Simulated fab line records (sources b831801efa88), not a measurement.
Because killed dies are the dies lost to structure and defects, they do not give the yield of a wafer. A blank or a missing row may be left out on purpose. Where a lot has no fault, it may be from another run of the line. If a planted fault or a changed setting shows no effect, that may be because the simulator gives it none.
8D (eight disciplines) problem report, filled in by code :: flow gf180mcu :: the parts of the form that need people (team, actions taken, sign-off) are left out

## 1. THE ISSUE
Mean NSD_RS at GF_PSD_RS_MEAS_14: 43.30 ohm/sq over 6 wafers in 2 lots; fault-free wafers: 46.15 ohm/sq, standard deviation 0.083. Relative to the usual mean, that is a shift of -34 standard deviations.
The step: measures by four-point-probe.
The first sign was on wafer L412.1 at day 18 10:36, on film metro-03. Wafers with a number at this step in the record: 39, from 13 lots. Rule for "out", or "out of limits": more than 4 standard deviations from the usual mean. All remaining wafers that have a number are taken as sound.

## 2. WHAT IT IS, WHAT IT ISN'T
question: which readings at this step
is: NSD_RS
is not: -

question: which lots
is: L412, L413
is not: L402, L403, L404, L405, L411, L419, L420, L421, L422, L423, L424

question: which wafers of those lots
is: all that have a number
is not: -

question: read on which gauges
is: film metro-03
is not: film metro-01, film metro-02

question: when
is: from day 18 10:36
is not: up to then (15 sound wafers); but 18 sound wafers of L419, L420, L421, L422, L423, L424 came after

## 3. THE SUSPECTS, EACH WITH WHAT RULES IT OUT
Counting: any tool at a process step up to the reading is kept as a suspect provided that every lot that is out went through it and no sound lot did after the first of them.
- ruled out: the gauge at GF_PSD_RS_MEAS_14. All the wafers that are out were read on film metro-03, but those of them that GF_PSD_RTA_13 has rows for are out there too, on other tools.
- rtp anneal-02 at GF_PSD_RTA_13 (time 20 s): ruled out as a lasting fault. Sound lots L420, L421, L424 ran on it after its first lot that is out, L412 (day 18 10:31).
Left after counting: nothing in the record.

## 4. THE CAUSE (what the simulator had put in)
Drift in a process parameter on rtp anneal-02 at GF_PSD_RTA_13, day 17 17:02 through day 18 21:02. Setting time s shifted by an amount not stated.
Counting ruled it out, wrongly: the rule takes a fault to strike every lot that its tool runs from its start on, and this one did not.

## 5. THE CHAIN OF EFFECTS, in route order
Each row: a reading whose mean over the struck wafers that have a number lies more than 3 standard deviations from the usual. Only readings whose record carries a usual standard deviation are examined. hours: median over the lots of the time between each lot's start at the first step of this table that gives one and its start at this step. sigmas: the change, counted in usual standard deviations.
hours: 0
step: GF_PSD_RTA_13
reading: run length s
usual: 48.5 s
on struck wafers: 62.7
change: +14.2
sigmas: +41

hours: 0
step: GF_PSD_RS_MEAS_14
reading: NSD_RS
usual: 46.15 ohm/sq
on struck wafers: 43.30
change: -2.85
sigmas: -34

hours: 0
step: GF_PSD_RS_MEAS_15
reading: PSD_RS
usual: 109.05 ohm/sq
on struck wafers: 103.05
change: -6.00
sigmas: -24
It contains these process steps:
- GF_PSD_RTA_13: time 20 s.
Later steps that measure or inspect, where all struck wafers having a row at the step show a number for every such reading and not one has moved that far: GF_CONTACT_RS_MEAS_25, GF_CONTACT_THK_MEAS_26.

## 6. WHAT WOULD HAVE CAUGHT IT SOONER
The first out-of-limits reading at a measuring or inspecting step in this record came at day 18 10:36, 18 hours after the fault's start at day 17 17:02.
At GF_PSD_RTA_13, the tool's own readings (run length s) were out on each struck wafer the step has a row for, so an alarm limit on them would have fired on the first such wafer.
